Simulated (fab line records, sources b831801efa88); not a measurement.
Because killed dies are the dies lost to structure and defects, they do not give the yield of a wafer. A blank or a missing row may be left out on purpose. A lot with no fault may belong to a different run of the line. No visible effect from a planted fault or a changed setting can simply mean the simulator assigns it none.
The tool behind it: which one? :: flow sky130 :: 36 wafers from 12 lots sampled at 4 of the route's 708 steps

## WHAT EACH GAUGE READ, for each wafer
SKY_GATE_OXIDE_TW_MEAS_14. Usual: GATE_OXIDE_TW 226.3, standard deviation 1.4.
lot: L172
measured: day 14 17:32
on: filmMetro-03
GATE_OXIDE_TW: 227.3 226.8 227.9
flag: 

lot: L170
measured: day 14 17:40
on: filmMetro-04
GATE_OXIDE_TW: 224.5 223.2 224.4
flag: 

lot: L173
measured: day 14 17:58
on: filmMetro-03
GATE_OXIDE_TW: 228.1 227.2 228.1
flag: 

lot: L174
measured: day 16 19:58
on: filmMetro-04
GATE_OXIDE_TW: 223.8 226.2 224.3
flag: 

lot: L176
measured: day 16 21:26
on: filmMetro-03
GATE_OXIDE_TW: 226.8 226.7 226.2
flag: 

lot: L178
measured: day 17 00:29
on: filmMetro-04
GATE_OXIDE_TW: 224.7 225.5 224.5
flag: 

lot: L179
measured: day 17 06:36
on: filmMetro-01
GATE_OXIDE_TW: 229.3 229.0 229.1
flag: 

lot: L181
measured: day 17 12:41
on: filmMetro-04
GATE_OXIDE_TW: 224.4 224.1 225.7
flag: 

lot: L183
measured: day 18 06:16
on: filmMetro-03
GATE_OXIDE_TW: 227.3 227.9 229.1
flag: 

lot: L185
measured: day 19 04:04
on: filmMetro-01
GATE_OXIDE_TW: 226.1 225.5 226.2
flag: 

lot: L190
measured: day 21 02:49
on: filmMetro-01
GATE_OXIDE_TW: 233.5 234.4 235.5
flag: OFF

lot: L191
measured: day 21 12:24
on: filmMetro-01
GATE_OXIDE_TW: 234.7 234.3 234.0
flag: OFF

SKY_METAL1_CD_MEAS_15: the cd target is 140 nm. Usual: 139.8 nm for cdNm, sd 1.7.
lot: L172
measured: day 33 23:26
on: cdSem-02
cdNm (nm): 138.1 135.8 136.7
flag: 

lot: L170
measured: day 33 18:54
on: cdSem-02
cdNm (nm): 140.6 140.7 139.9
flag: 

lot: L173
measured: day 33 23:04
on: cdSem-02
cdNm (nm): 141.0 142.1 141.8
flag: 

lot: L174
measured: day 35 20:16
on: cdSem-01
cdNm (nm): 137.9 138.8 137.4
flag: 

lot: L176
measured: day 35 22:28
on: cdSem-01
cdNm (nm): 140.7 141.6 141.6
flag: 

lot: L178
measured: day 36 00:19
on: cdSem-02
cdNm (nm): 138.6 139.0 139.9
flag: 

lot: L179
measured: day 36 10:11
on: cdSem-02
cdNm (nm): 139.6 139.6 139.7
flag: 

lot: L181
measured: day 36 10:17
on: cdSem-02
cdNm (nm): 137.5 138.5 137.6
flag: 

lot: L183
measured: day 36 22:17
on: cdSem-02
cdNm (nm): 142.6 139.9 142.3
flag: 

lot: L185
measured: day 37 12:43
on: cdSem-01
cdNm (nm): 141.9 141.5 141.9
flag: 

lot: L190
measured: day 39 04:26
on: cdSem-02
cdNm (nm): 143.2 142.2 142.3
flag: 

lot: L191
measured: day 39 15:04
on: cdSem-01
cdNm (nm): 142.6 142.0 142.1
flag: 

SKY_VIA1_THK_MEAS_01. Usual: VIA1_HDPCVD_THK 1030 nm, standard deviation 14.
lot: L172
measured: day 34 00:40
on: filmMetro-04
VIA1_HDPCVD_THK (nm): 1021 1006 1016
flag: 

lot: L170
measured: day 33 20:01
on: filmMetro-02
VIA1_HDPCVD_THK (nm): 1010 1005 1001
flag: 

lot: L173
measured: day 34 00:08
on: filmMetro-02
VIA1_HDPCVD_THK (nm): 1010 1002 996
flag: 

lot: L174
measured: day 35 21:19
on: filmMetro-02
VIA1_HDPCVD_THK (nm): 1024 1038 1038
flag: 

lot: L176
measured: day 35 23:44
on: filmMetro-03
VIA1_HDPCVD_THK (nm): 1036 1039 1039
flag: 

lot: L178
measured: day 36 01:24
on: filmMetro-02
VIA1_HDPCVD_THK (nm): 1054 1040 1028
flag: 

lot: L179
measured: day 36 11:37
on: filmMetro-04
VIA1_HDPCVD_THK (nm): 1022 1021 1009
flag: 

lot: L181
measured: day 36 11:43
on: filmMetro-04
VIA1_HDPCVD_THK (nm): 1040 1043 1036
flag: 

lot: L183
measured: day 36 23:34
on: filmMetro-04
VIA1_HDPCVD_THK (nm): 1020 1009 1002
flag: 

lot: L185
measured: day 37 13:46
on: filmMetro-04
VIA1_HDPCVD_THK (nm): 1037 1047 1026
flag: 

lot: L190
measured: day 39 05:28
on: filmMetro-03
VIA1_HDPCVD_THK (nm): 1049 1053 1038
flag: 

lot: L191
measured: day 39 16:10
on: filmMetro-03
VIA1_HDPCVD_THK (nm): 1029 1039 1032
flag: 

## TOOL THAT RAN EACH LOT (tool first, then ch and the chambers of the sampled wafers, then the start)
lot: L172
SKY_GATE_OXIDE_IMPLANT_11: implanter-01 ch 0, day 14 17:14

lot: L170
SKY_GATE_OXIDE_IMPLANT_11: implanter-04 ch 0, day 14 17:20

lot: L173
SKY_GATE_OXIDE_IMPLANT_11: implanter-03 ch 0, day 14 17:40

lot: L174
SKY_GATE_OXIDE_IMPLANT_11: implanter-04 ch 0, day 16 19:38

lot: L176
SKY_GATE_OXIDE_IMPLANT_11: implanter-04 ch 0, day 16 21:05

lot: L178
SKY_GATE_OXIDE_IMPLANT_11: implanter-04 ch 0, day 17 00:08

lot: L179
SKY_GATE_OXIDE_IMPLANT_11: implanter-04 ch 0, day 17 06:16

lot: L181
SKY_GATE_OXIDE_IMPLANT_11: implanter-04 ch 0, day 17 12:20

lot: L183
SKY_GATE_OXIDE_IMPLANT_11: implanter-03 ch 0, day 18 05:56

lot: L185
SKY_GATE_OXIDE_IMPLANT_11: implanter-01 ch 0, day 19 03:44

lot: L190
SKY_GATE_OXIDE_IMPLANT_11: implanter-04 ch 0, day 21 02:28

lot: L191
SKY_GATE_OXIDE_IMPLANT_11: implanter-04 ch 0, day 21 12:03
- SKY_GATE_OXIDE_IMPLANT_11

## WHAT THE TOOLS THEMSELVES READ (means of the sampled wafers that have a number; where no wafer has one, the mark that the record gives instead)
SKY_GATE_OXIDE_IMPLANT_11. Usual: beamOnS 10.02 s, standard deviation 0.19; faradayCurrentUA 14.89, standard deviation 0.28.
lot: L172
tool: implanter-01
beamOnS (s): 10.14
faradayCurrentUA: 14.75
flag: 

lot: L170
tool: implanter-04
beamOnS (s): 9.99
faradayCurrentUA: 14.91
flag: 

lot: L173
tool: implanter-03
beamOnS (s): 10.01
faradayCurrentUA: 14.90
flag: 

lot: L174
tool: implanter-04
beamOnS (s): 9.90
faradayCurrentUA: 15.06
flag: 

lot: L176
tool: implanter-04
beamOnS (s): 10.04
faradayCurrentUA: 14.84
flag: 

lot: L178
tool: implanter-04
beamOnS (s): 10.11
faradayCurrentUA: 14.80
flag: 

lot: L179
tool: implanter-04
beamOnS (s): 10.07
faradayCurrentUA: 14.78
flag: 

lot: L181
tool: implanter-04
beamOnS (s): 10.02
faradayCurrentUA: 14.89
flag: 

lot: L183
tool: implanter-03
beamOnS (s): 9.93
faradayCurrentUA: 14.99
flag: 

lot: L185
tool: implanter-01
beamOnS (s): 10.11
faradayCurrentUA: 14.74
flag: 

lot: L190
tool: implanter-04
beamOnS (s): 11.58
faradayCurrentUA: 12.89
flag: OFF

lot: L191
tool: implanter-04
beamOnS (s): 11.55
faradayCurrentUA: 12.88
flag: OFF

## THE ANSWER, worked out from the rows above alone
Rule: take the mean of a lot's wafers that have a number; if it is more than 3 standard deviations from the usual mean, the lot is off. Also off: a lot with no number at a reading for which 4 or more lots have one. Any other lot the step has rows for is counted as sound. First the gauges in route order, then the tools' own readings, where a lot's mean is used as printed above. The first step at which some lot is off is used, and at that step the reading that is off furthest; a lot without a number counts as furthest.
Off: L190, L191, at SKY_GATE_OXIDE_TW_MEAS_14 (GATE_OXIDE_TW).
If a tool, at a process step before that reading, ran all the lots that are off and no sound lot after the first of them, it fits. Not tried: the gauges at SKY_GATE_OXIDE_TW_MEAS_14; whatever is off there is also off at SKY_GATE_OXIDE_IMPLANT_11, on other tools, and gauge error can't account for it. One fits: implanter-04 at SKY_GATE_OXIDE_IMPLANT_11. Its last sound lot is L181 (day 17 12:20), its first lot that is off L190 (day 21 02:28): a fault that began between those two fits.
The tool's own readings at SKY_GATE_OXIDE_IMPLANT_11 bear it out: on the lots that are off they differ by more than 5 times the standard deviation of the sound lots' means. beamOnS reads 11.57 s there against 10.03 s on the sound lots; faradayCurrentUA reads 12.89 there against 14.87 on the sound lots.

## WHAT HAD BEEN PUT IN BY THE SIMULATOR
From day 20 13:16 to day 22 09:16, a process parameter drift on implanter-04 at SKY_GATE_OXIDE_IMPLANT_11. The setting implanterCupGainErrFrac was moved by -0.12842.
Shown lots that were struck: L190, L191. The same result came from the rule above.
